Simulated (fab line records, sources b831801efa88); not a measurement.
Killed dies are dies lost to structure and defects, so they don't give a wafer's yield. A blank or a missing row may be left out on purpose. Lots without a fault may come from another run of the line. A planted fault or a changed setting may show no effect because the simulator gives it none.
Which tool did it? | flow sky130 | 12 lots, 36 wafers sampled, at 2 steps of a route of 708

WHAT THE GAUGES READ, wafer by wafer
SKY_NWELL_OVL_MEAS_23.
lot  | measured     | on         | NWELL_01_OVL (nm)
L075 | day 5 12:58  | overlay-02 | -0.2 0.6 0.9
L077 | day 6 01:33  | overlay-02 | -1.6 -1.7 0.2
L079 | day 6 15:58  | overlay-02 | 0.1 2.6 0.8
L081 | day 7 09:33  | overlay-01 | 0.5 -2.0 0.1
L083 | day 7 22:16  | overlay-02 | 2.5 2.0 1.0
L085 | day 8 11:58  | overlay-01 | 1.2 0.1 -0.5
L087 | day 8 15:09  | overlay-01 | 2.3 2.1 4.0
L089 | day 8 23:38  | overlay-01 | -0.2 -0.1 -1.1
L091 | day 9 14:38  | overlay-01 | -1.1 0.5 -0.5
L093 | day 10 01:24 | overlay-02 | -1.8 -0.1 0.0
L095 | day 10 14:59 | overlay-01 | -1.1 0.7 -1.7
L097 | day 11 06:11 | overlay-01 | 0.9 0.2 3.0

WHICH TOOL RAN EACH LOT (tool, then ch and the chambers of the sampled wafers, then the start)
lot  | SKY_FIELD_ISO_STRIP_16
L075 | plasma_asher-02 ch 0,1, day 2 12:01
L077 | plasma_asher-02 ch 0,1, day 2 23:23
L079 | plasma_asher-04 ch 0,1, day 3 07:44
L081 | plasma_asher-03 ch 0,1, day 3 17:41
L083 | plasma_asher-03 ch 0,1, day 4 04:26
L085 | plasma_asher-02 ch 0,1, day 4 18:13
L087 | plasma_asher-02 ch 0,1, day 5 02:59
L089 | plasma_asher-03 ch 0,1, day 5 08:23
L091 | plasma_asher-04 ch 0,1, day 5 22:56
L093 | plasma_asher-02 ch 0,1, day 6 07:31
L095 | plasma_asher-02 ch 0,1, day 6 18:47
L097 | plasma_asher-03 ch 0,1, day 7 05:23
- SKY_FIELD_ISO_STRIP_16: strips in O2/N2.

THE ANSWER, worked out from the rows above alone
Rule: what is usual is taken from the lots themselves. Put in order of their means at a reading, lots are off if they are a third of the lots or fewer, leave a main group of 4 or more, and stand apart from it by a gap of 3 or more times the standard deviation of the main group's means; of several such gaps the widest counts. A main group whose means are all the same, to the digits that the tables above print for the reading, isn't used. A lot without any number at a reading at which 4 lots or more have one is off too. The other lots that the step has rows for count as sound.
No lot is off at any reading shown: from this, nothing can be told.

WHAT THE SIMULATOR HAD PUT IN
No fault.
